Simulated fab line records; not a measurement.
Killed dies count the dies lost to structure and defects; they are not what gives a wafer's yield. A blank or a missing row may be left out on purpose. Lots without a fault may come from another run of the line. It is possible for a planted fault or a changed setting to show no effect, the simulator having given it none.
fab line records	flow sky130
record lots=15	wafers=45	last_day=50
route steps=708 shown LDD_N@244 POLY_CUT@319 SD_N@344 LI_CONTACT@377
lots untouched by any fault: they come from a run of this same line in which no faults occurred
start_h: hours from the record's first day to the start of the lot's first wafer shown	wait_h: how many hours have passed since the lot's step before this one	" repeats the value in the row above	L1.1+2: a row that stands for several wafers	- no value present, or no start provided	* or withheld: withheld	< > ~ a bound
route shown NAME@n: names a module that has steps shown in the file, with the first one's number in the route	usual: the fault-free wafers' mean and standard deviation	same: alike in all rows	chamber/n: place in a boat	sites: per-site readings	_std_site: standard deviation across them	_edge_site: inner sites' mean taken away from outer sites' mean	radius_mm: for every site, how far away it sits from the centre of the wafer	mask NAME#n: copy n	behind: the last tool/chamber to shape the wafer	hold: cause of the lot's hold/its duration in hours/its outcome	device: whichever transistor did not switch (one of n, p or np)	end of line: tests of these same wafers at the route's end	step lacking rows: just its recipe	killed: dies lost to structure and defects at the first sort, not the wafer's yield	map: dies across one wafer; x = killed, . = not, _ = none there
set.NAME: the setting as run; set.NAME@STEP: as run at that earlier step	model.NAME: the simulator's own value behind a step, which no gauge read
steps of the route over a sample of lots; a table a step, a row a wafer
services: the hour from which a tool's chamber was out of use, counted from the record's first day as start_h (under 0 if before that day), plus the number of hours and why
## steps
# step SKY_LDD_N_OVL_MEAS_07
# usual LDD_N_OVL=-0.6/1.2
lot.wafer	tool	chamber	start_h	wait_h	LDD_N_OVL[nm]
L792.1	overlay-02	-	396.31	0.1	-1.3
L792.5	"	-	"	"	-1.9
L792.6	"	-	"	"	-2.2
L793.1	overlay-01	-	403.42	0.1	-0.9
L793.2	"	-	"	"	-0.5
L793.5	"	-	"	"	-1.4
L795.2	overlay-01	-	422.12	0.1	-1.4
L795.4	"	-	"	"	-0.3
L795.5	"	-	"	"	1.7
L794.1	overlay-02	-	422.41	0.1	-3.6
L794.2	"	-	"	"	-1.7
L794.4	"	-	"	"	-2.8
L799.2	overlay-01	-	459.07	0.1	-1.6
L799.5	"	-	"	"	-0.8
L799.6	"	-	"	"	-1.3
L800.3	overlay-02	-	467.18	0.1	0.9
L800.4	"	-	"	"	-1.4
L800.5	"	-	"	"	-0.5
L801.4	overlay-02	-	484.93	0.1	0.1
L801.5	"	-	"	"	0.0
L801.6	"	-	"	"	0.2
L805.2	overlay-01	-	519.77	0.1	-0.7
L805.5	"	-	"	"	-0.4
L805.6	"	-	"	"	-0.2
L807.2	overlay-01	-	579.27	0.1	2.9
L807.3	"	-	"	"	-0.5
L807.5	"	-	"	"	2.1
L808.3	overlay-02	-	580.52	0.1	-1.4
L808.4	"	-	"	"	0.1
L808.6	"	-	"	"	0.8
L809.1	overlay-01	-	581.91	0.1	-0.1
L809.3	"	-	"	"	-0.3
L809.4	"	-	"	"	-0.4
L813.2	overlay-01	-	587.26	0.1	1.4
L813.3	"	-	"	"	0.4
L813.5	"	-	"	"	-1.2
L812.2	overlay-02	-	587.86	0.1	-0.1
L812.4	"	-	"	"	1.1
L812.6	"	-	"	"	0.3
L814.2	overlay-02	-	590.91	0.1	-1.0
L814.3	"	-	"	"	-2.4
L814.5	"	-	"	"	-0.8
L815.2	overlay-01	-	605.71	0.1	-0.5
L815.5	"	-	"	"	-0.8
L815.6	"	-	"	"	-1.9
# step SKY_POLY_CUT_STRIP_12
# recipe chemistry=O2/N2	power_w=1400	pressure_mtorr=1500	platen_temp_c=withheld	o2_flow_sccm=3000	n2_flow_sccm=300	overash_fraction=0.5
# usual drypump_motor_current_A=5.37/0.28	oes_product_au=0.452/0.0049	strip_time_to_endpoint_s=5.348/0.021
lot.wafer	tool	chamber	start_h	wait_h	drypump_motor_current_A	oes_product_au	rf_hours_counter_h	strip_time_to_endpoint_s
L792.1	plasma_asher-01	1	554.30	0.0	5.34	0.453	12	5.307
L792.5	"	0	"	"	5.29	0.449	-	5.335
L792.6	"	1	"	"	5.33	0.451	-	5.301
L793.1	plasma_asher-03	1	564.79	0.0	5.85	0.458	89	5.348
L793.2	"	0	"	"	4.83	0.447	89	5.342
L793.5	"	1	"	"	5.86	0.455	-	5.334
L794.1	plasma_asher-01	1	577.94	0.0	5.32	0.450	14	5.332
L794.2	"	0	"	"	5.32	0.450	14	5.325
L794.4	"	1	"	"	5.34	0.459	-	5.344
L795.2	plasma_asher-03	0	578.36	0.1	4.84	0.445	90	5.352
L795.4	"	0	"	"	4.83	0.459	-	5.342
L795.5	"	1	"	"	5.85	0.449	-	5.365
L799.2	plasma_asher-01	0	614.80	0.0	5.24	0.450	18	5.313
L799.5	"	0	"	"	5.24	0.442	-	5.316
L799.6	"	1	"	"	5.34	0.450	-	5.342
L800.3	plasma_asher-04	1	619.68	0.1	5.44	0.453	-	5.354
L800.4	"	0	"	"	5.63	0.453	-	5.361
L800.5	"	0	"	"	5.62	0.451	-	5.345
L801.4	plasma_asher-04	1	636.63	0.1	5.44	0.462	-	5.384
L801.5	"	0	"	"	5.56	0.459	-	5.342
L801.6	"	1	"	"	5.42	0.450	-	5.369
L805.2	plasma_asher-04	1	670.35	0.0	5.46	0.445	55	5.353
L805.5	"	0	"	"	5.62	0.449	-	5.361
L805.6	"	1	"	"	5.45	0.449	-	5.366
L807.2	plasma_asher-01	0	725.10	0.0	5.25	0.451	29	5.374
L807.3	"	0	"	"	5.29	0.448	-	5.372
L807.5	"	0	"	"	5.25	0.449	-	5.345
L808.3	plasma_asher-01	0	726.12	0.1	5.22	0.443	-	5.366
L808.4	"	1	"	"	5.33	0.455	-	5.371
L808.6	"	1	"	"	5.30	0.448	-	5.372
L809.1	plasma_asher-01	0	728.99	0.0	5.24	0.449	30	5.351
L809.3	"	1	"	"	5.36	0.453	-	5.353
L809.4	"	0	"	"	5.24	0.460	-	5.323
L813.2	plasma_asher-03	0	731.54	0.0	4.83	0.453	105	5.355
L813.3	"	0	"	"	4.84	0.455	-	5.346
L813.5	"	0	"	"	4.83	0.450	-	5.350
L812.2	plasma_asher-03	1	733.04	0.0	5.88	0.449	105	5.332
L812.4	"	1	"	"	5.91	0.456	-	5.358
L812.6	"	0	"	"	4.84	0.456	-	5.352
L814.2	plasma_asher-04	1	735.65	0.0	5.40	0.449	60	5.346
L814.3	"	1	"	"	5.41	0.454	-	5.356
L814.5	"	0	"	"	5.58	0.458	-	5.365
L815.2	plasma_asher-04	0	748.45	0.0	5.57	0.452	61	5.384
L815.5	"	0	"	"	5.53	0.452	-	5.366
L815.6	"	1	"	"	5.43	0.447	-	5.387
# step SKY_SD_N_COAT_02
# recipe resist=NOVOLAK	spin_rpm=3000	resist_thk_nm=1140
# usual chill_plate_temp_C=23.01/0.096	dispense_pressure_kPa=51/4.9	spin_speed_rpm=2999.9/1.7
lot.wafer	tool	chamber	start_h	wait_h	chill_plate_temp_C	dispense_pressure_kPa	spin_speed_rpm
L792.1	litho_track-03	0	627.75	0.1	23.19	58	2999.3
L792.5	"	0	"	"	23.07	58	2999.2
L792.6	"	0	"	"	23.16	58	2998.2
L793.1	litho_track-01	0	638.11	0.1	22.79	47	2998.2
L793.2	"	0	"	"	22.86	48	2999.5
L793.5	"	0	"	"	22.93	48	2998.6
L794.1	litho_track-01	0	649.76	0.1	22.97	47	3002.0
L794.2	"	0	"	"	22.96	48	3002.4
L794.4	"	0	"	"	23.10	48	3001.0
L795.2	litho_track-03	0	650.18	0.1	23.10	58	3001.0
L795.4	"	0	"	"	23.14	58	3000.1
L795.5	"	0	"	"	23.01	58	3002.1
L799.2	litho_track-02	-	685.04	0.1	-	-	-
L799.5	"	-	"	"	-	-	-
L799.6	"	-	"	"	-	-	-
L800.3	litho_track-01	-	690.66	0.1	-	-	-
L800.4	"	-	"	"	-	-	-
L800.5	"	-	"	"	-	-	-
L801.4	litho_track-01	-	705.88	0.1	-	-	-
L801.5	"	-	"	"	-	-	-
L801.6	"	-	"	"	-	-	-
L805.2	litho_track-03	0	738.23	0.1	22.95	58	2998.3
L805.5	"	0	"	"	23.01	58	2997.3
L805.6	"	0	"	"	22.92	58	2998.5
L807.2	litho_track-02	0	790.59	0.1	22.95	47	3002.7
L807.3	"	0	"	"	23.12	47	3002.6
L807.5	"	0	"	"	22.88	47	3001.4
L808.3	litho_track-01	0	791.76	0.1	23.17	47	2999.5
L808.4	"	0	"	"	22.97	47	2997.3
L808.6	"	0	"	"	23.02	47	2998.6
L809.1	litho_track-02	0	795.96	0.1	22.93	47	3000.2
L809.3	"	0	"	"	22.95	47	2997.6
L809.4	"	0	"	"	22.92	47	3002.0
L813.2	litho_track-02	0	799.09	0.1	23.12	47	2999.8
L813.3	"	0	"	"	22.97	47	3002.4
L813.5	"	0	"	"	23.02	47	3001.2
L812.2	litho_track-03	0	800.33	0.1	23.09	58	2999.8
L812.4	"	0	"	"	23.09	57	3001.4
L812.6	"	0	"	"	23.21	57	3002.1
L814.2	litho_track-03	0	803.08	0.1	22.90	57	3000.4
L814.3	"	0	"	"	22.91	58	3000.6
L814.5	"	0	"	"	22.79	58	3000.2
L815.2	litho_track-02	0	813.69	0.1	23.06	47	3000.2
L815.5	"	0	"	"	23.12	47	3002.1
L815.6	"	0	"	"	23.09	47	2999.2
# step SKY_SD_N_CD_MEAS_07
# recipe target_cd_nm=380
# usual cd_nm=379.9/2.3
lot.wafer	tool	chamber	start_h	wait_h	cd_nm
L792.1	cd_sem-02	-	641.90	0.1	384.7
L792.5	"	-	"	"	385.6
L792.6	"	-	"	"	383.8
L793.1	cd_sem-02	-	651.71	0.1	376.9
L793.2	"	-	"	"	379.8
L793.5	"	-	"	"	377.3
L794.1	cd_sem-01	-	664.41	0.1	380.0
L794.2	"	-	"	"	378.0
L794.4	"	-	"	"	380.8
L795.2	cd_sem-02	-	664.58	0.1	375.4
L795.4	"	-	"	"	376.0
L795.5	"	-	"	"	378.7
L799.2	cd_sem-01	-	699.08	0.1	-
L799.5	"	-	"	"	-
L799.6	"	-	"	"	-
L800.3	cd_sem-01	-	703.59	0.1	-
L800.4	"	-	"	"	-
L800.5	"	-	"	"	-
L801.4	cd_sem-02	-	720.71	0.1	-
L801.5	"	-	"	"	-
L801.6	"	-	"	"	-
L805.2	cd_sem-01	-	752.52	0.1	379.0
L805.5	"	-	"	"	378.9
L805.6	"	-	"	"	379.3
L807.2	cd_sem-02	-	805.07	0.1	379.5
L807.3	"	-	"	"	380.2
L807.5	"	-	"	"	379.6
L808.3	cd_sem-02	-	805.74	0.1	379.7
L808.4	"	-	"	"	382.1
L808.6	"	-	"	"	379.8
L809.1	cd_sem-02	-	809.61	0.1	377.6
L809.3	"	-	"	"	379.6
L809.4	"	-	"	"	379.8
L813.2	cd_sem-02	-	811.63	0.1	382.4
L813.3	"	-	"	"	383.0
L813.5	"	-	"	"	378.9
L812.2	cd_sem-01	-	812.78	0.1	380.7
L812.4	"	-	"	"	381.2
L812.6	"	-	"	"	381.7
L814.2	cd_sem-02	-	815.58	0.1	379.0
L814.3	"	-	"	"	381.2
L814.5	"	-	"	"	380.3
L815.2	cd_sem-02	-	827.58	0.1	382.3
L815.5	"	-	"	"	384.0
L815.6	"	-	"	"	382.0
# step SKY_LI_CONTACT_ETCH_15
# recipe target=PSG	chemistry=C4F8/O2/Ar	stop_on=Si	taper_deg=4.15	mask_material=KrF-thick	source_w=1500	bias_w=1200	pressure_mtorr=40	c4f8_flow_sccm=withheld	O2_flow_sccm=6	Ar_flow_sccm=300	time_s=withheld	target_depth_a=6000
# usual oes_product_au=0.837/0.0045	rf_fwd_power_W=1493/5.4
lot.wafer	tool	chamber	start_h	wait_h	oes_product_au	rf_fwd_power_W
L792.1	rie_diel-01	0	671.86	0.0	0.843	1492
L792.5	"	2	"	"	0.840	1498
L792.6	"	3	"	"	0.832	1496
L793.1	rie_diel-01	2	681.36	0.0	0.831	1497
L793.2	"	3	"	"	0.835	1500
L793.5	"	3	"	"	0.829	1496
L794.1	rie_diel-02	2	693.76	0.0	0.831	1489
L794.2	"	1	"	"	0.835	1491
L794.4	"	3	"	"	0.840	1486
L795.2	rie_diel-03	1	694.11	0.0	0.837	1491
L795.4	"	3	"	"	0.835	1502
L795.5	"	1	"	"	0.834	1490
L799.2	rie_diel-03	3	727.95	0.0	0.837	1497
L799.5	"	0	"	"	0.841	1491
L799.6	"	3	"	"	0.833	1494
L800.3	rie_diel-02	1	732.65	0.0	0.828	1492
L800.4	"	3	"	"	0.832	1496
L800.5	"	0	"	"	0.842	1490
L801.4	rie_diel-01	0	749.41	0.0	0.836	1499
L801.5	"	1	"	"	0.836	1491
L801.6	"	2	"	"	0.840	1491
L805.2	rie_diel-01	2	781.51	0.0	0.833	1489
L805.5	"	3	"	"	0.832	1490
L805.6	"	1	"	"	0.841	1500
L807.2	rie_diel-01	1	833.41	0.0	0.836	1497
L807.3	"	0	"	"	0.828	1485
L807.5	"	3	"	"	0.828	1500
L808.3	rie_diel-03	2	833.76	0.0	0.836	1497
L808.4	"	2	"	"	0.844	1478
L808.6	"	0	"	"	0.840	1485
L809.1	rie_diel-01	2	838.50	0.0	0.830	1497
L809.3	"	0	"	"	0.839	1485
L809.4	"	3	"	"	0.841	1490
L813.2	rie_diel-03	0	840.15	0.0	0.840	1495
L813.3	"	3	"	"	0.831	1493
L813.5	"	2	"	"	0.848	1491
L812.2	rie_diel-02	0	841.26	0.0	0.834	1482
L812.4	"	3	"	"	0.835	1503
L812.6	"	2	"	"	0.840	1501
L814.2	rie_diel-03	0	844.11	0.0	0.842	1501
L814.3	"	2	"	"	0.844	1481
L814.5	"	0	"	"	0.839	1499
L815.2	rie_diel-03	3	855.21	0.0	0.837	1485
L815.5	"	2	"	"	0.834	1503
L815.6	"	0	"	"	0.839	1486
## services
tool	chamber	start_h	hours	kind
plasma_asher-03	-	565.25	7.8	pm
rie_diel-03	0	568.02	10.1	repair
rie_diel-03	3	570.14	9.3	repair
rie_diel-03	1	570.46	2.8	repair
plasma_asher-01	-	596.66	2.8	pm
rie_diel-03	1	602.88	14.8	repair
rie_diel-03	1	644.66	34.4	repair
rie_diel-03	3	648.72	22.8	repair
rie_diel-03	3	686.25	5.6	repair
rie_diel-03	0	691.78	2.7	repair
rie_diel-03	1	711.09	3.8	repair
plasma_asher-04	-	717.00	14.6	pm
rie_diel-01	3	719.05	9.7	repair
plasma_asher-03	-	725.31	4.1	repair
plasma_asher-03	-	733.75	9.0	pm
plasma_asher-01	-	746.49	15.6	pm
rie_diel-03	0	769.39	13.0	repair
rie_diel-01	0	775.48	26.3	repair
plasma_asher-03	-	783.23	1.3	repair
rie_diel-01	1	794.19	12.3	repair
plasma_asher-01	-	806.17	10.0	pm
rie_diel-03	3	815.33	17.0	repair
rie_diel-03	1	824.74	5.7	repair
plasma_asher-03	-	848.84	0.8	repair
## key
first_sign step=SKY_SD_N_COAT_02	reading=tool_record	direction=missing
effect step=SKY_SD_N_CD_MEAS_07	reading=cd_nm	direction=missing
met_at SKY_SD_N_COAT_02
struck_lots L799,L800,L801
sort_left_out L799.2,L799.5,L799.6,L800.3,L800.4,L800.5,L801.4,L801.5,L801.6
tester_left_out L799,L800,L801
not_acting_at SKY_LDD_N_OVL_MEAS_07,SKY_POLY_CUT_STRIP_12,SKY_LI_CONTACT_ETCH_15
onset_between 649.76 685.04
fault kind=skipped_step_whole	tool=litho_track-01,litho_track-02	chamber=-	onset_h=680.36	steps=SKY_SD_N_COAT_02	scope=struck_lots_only
# tester_left_out: of these lots the tester's yield and bins aren't shown, on N5 and GAA mostly nor the transistor test; their killed dies are dies lost to structure and defects alone, not to doping, threshold or leakage, so they don't give the yield
# sort_left_out: the simulated sort isn't trusted on such a fault, so these wafers' sort isn't shown, and their yield isn't known
